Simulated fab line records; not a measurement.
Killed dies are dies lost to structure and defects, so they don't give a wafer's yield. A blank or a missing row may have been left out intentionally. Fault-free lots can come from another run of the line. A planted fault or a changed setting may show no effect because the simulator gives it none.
Matching of chambers || flow sky130 || rieSi-02 running SKY_FIELD_ISO_ETCH_17: 4 sister chambers
The step etches Si in HBr/Cl2/O2, target depth 342 nm, time 97.7 s. 18 wafers are shown with their chamber, then 8 later ones without.

## WAFERS WITH THEIR CHAMBER
{"wafer": "L269.1", "chamber": 1, "drypumpMotorCurrentA (A)": 5.1, "runLengthS (s)": 125.7, "oesProductAu (a.u.)": 0.996}
{"wafer": "L269.2", "chamber": 2, "drypumpMotorCurrentA (A)": 6.6, "runLengthS (s)": 125.3, "oesProductAu (a.u.)": 1.025}
{"wafer": "L269.6", "chamber": 3, "drypumpMotorCurrentA (A)": 5.5, "runLengthS (s)": 126.0, "oesProductAu (a.u.)": 0.995}
{"wafer": "L271.1", "chamber": 0, "drypumpMotorCurrentA (A)": 5.9, "runLengthS (s)": 126.0, "oesProductAu (a.u.)": 1.004}
{"wafer": "L271.4", "chamber": 1, "drypumpMotorCurrentA (A)": 5.1, "runLengthS (s)": 125.6, "oesProductAu (a.u.)": 1.001}
{"wafer": "L271.6", "chamber": 0, "drypumpMotorCurrentA (A)": 6.0, "runLengthS (s)": 126.1, "oesProductAu (a.u.)": 1.008}
{"wafer": "L278.2", "chamber": 0, "drypumpMotorCurrentA (A)": 6.0, "runLengthS (s)": 125.9, "oesProductAu (a.u.)": 1.016}
{"wafer": "L278.4", "chamber": 1, "drypumpMotorCurrentA (A)": 5.1, "runLengthS (s)": 125.4, "oesProductAu (a.u.)": 1.008}
{"wafer": "L278.6", "chamber": 2, "drypumpMotorCurrentA (A)": 6.6, "runLengthS (s)": 125.2, "oesProductAu (a.u.)": 1.019}
{"wafer": "L279.2", "chamber": 1, "drypumpMotorCurrentA (A)": 5.1, "runLengthS (s)": 125.5, "oesProductAu (a.u.)": 0.993}
{"wafer": "L279.4", "chamber": 3, "drypumpMotorCurrentA (A)": 5.5, "runLengthS (s)": 126.1, "oesProductAu (a.u.)": 1.000}
{"wafer": "L279.5", "chamber": 0, "drypumpMotorCurrentA (A)": 5.9, "runLengthS (s)": 126.1, "oesProductAu (a.u.)": 1.012}
{"wafer": "L282.1", "chamber": 3, "drypumpMotorCurrentA (A)": 5.6, "runLengthS (s)": 126.1, "oesProductAu (a.u.)": 1.002}
{"wafer": "L282.3", "chamber": 1, "drypumpMotorCurrentA (A)": 5.1, "runLengthS (s)": 125.7, "oesProductAu (a.u.)": 0.993}
{"wafer": "L282.4", "chamber": 0, "drypumpMotorCurrentA (A)": 5.9, "runLengthS (s)": 125.9, "oesProductAu (a.u.)": 1.014}
{"wafer": "L285.3", "chamber": 0, "drypumpMotorCurrentA (A)": 6.0, "runLengthS (s)": 126.2, "oesProductAu (a.u.)": 1.019}
{"wafer": "L285.6", "chamber": 2, "drypumpMotorCurrentA (A)": 6.6, "runLengthS (s)": 125.6, "oesProductAu (a.u.)": 1.034}
{"wafer": "L287.3", "chamber": 0, "drypumpMotorCurrentA (A)": 6.0, "runLengthS (s)": 125.9, "oesProductAu (a.u.)": 1.025}

SIGNATURES (means of the wafers above)
{"reading": "drypumpMotorCurrentA", "chamber 0": 5.957, "chamber 1": 5.100, "chamber 2": 6.600, "chamber 3": 5.533, "scatter within a chamber": 0.0412}
{"reading": "runLengthS", "chamber 0": 126.014, "chamber 1": 125.580, "chamber 2": 125.367, "chamber 3": 126.067, "scatter within a chamber": 0.134}
{"reading": "oesProductAu", "chamber 0": 1.01400, "chamber 1": 0.99820, "chamber 2": 1.02600, "chamber 3": 0.99900, "scatter within a chamber": 0.00651}
Rule: a wafer lies at a distance from a chamber equal to the root of the sum of squares, over the readings, of (its reading less the chamber's mean, divided by the reading's scatter). If the next closest chamber is less than 2 further off than the closest, the wafer can't be placed; otherwise it belongs to the closest. The scatter: the root of (the sum of the squares of (reading less its chamber's mean) over the shown wafers, divided by (wafers less chambers)).

## WAFERS WHOSE CHAMBER IS MISSING
{"wafer": "L287.4", "drypumpMotorCurrentA (A)": 5.5, "runLengthS (s)": 126.1, "oesProductAu (a.u.)": 1.017}
{"wafer": "L287.6", "drypumpMotorCurrentA (A)": 5.1, "runLengthS (s)": 125.4, "oesProductAu (a.u.)": 1.011}
{"wafer": "L288.1", "drypumpMotorCurrentA (A)": 6.5, "runLengthS (s)": 125.7, "oesProductAu (a.u.)": 1.023}
{"wafer": "L288.4", "drypumpMotorCurrentA (A)": 5.5, "runLengthS (s)": 126.1, "oesProductAu (a.u.)": 1.018}
{"wafer": "L288.5", "drypumpMotorCurrentA (A)": 5.1, "runLengthS (s)": 125.7, "oesProductAu (a.u.)": 0.993}
{"wafer": "L289.1", "drypumpMotorCurrentA (A)": 6.5, "runLengthS (s)": 125.2, "oesProductAu (a.u.)": 1.025}
{"wafer": "L289.4", "drypumpMotorCurrentA (A)": 6.0, "runLengthS (s)": 125.8, "oesProductAu (a.u.)": 1.028}
{"wafer": "L289.6", "drypumpMotorCurrentA (A)": 6.5, "runLengthS (s)": 125.7, "oesProductAu (a.u.)": 1.018}

## WHICH CHAMBER EACH ONE RAN IN
{"wafer": "L287.4", "from the rows above": 3, "in truth": 3}
{"wafer": "L287.6", "from the rows above": 1, "in truth": 1}
{"wafer": "L288.1", "from the rows above": 2, "in truth": 2}
{"wafer": "L288.4", "from the rows above": 3, "in truth": 3}
{"wafer": "L288.5", "from the rows above": 1, "in truth": 1}
{"wafer": "L289.1", "from the rows above": 2, "in truth": 2}
{"wafer": "L289.4", "from the rows above": 0, "in truth": 0}
{"wafer": "L289.6", "from the rows above": 2, "in truth": 2}
8 of 8 placed correctly. Number that these rows cannot place: 0. 0 placed wrongly.
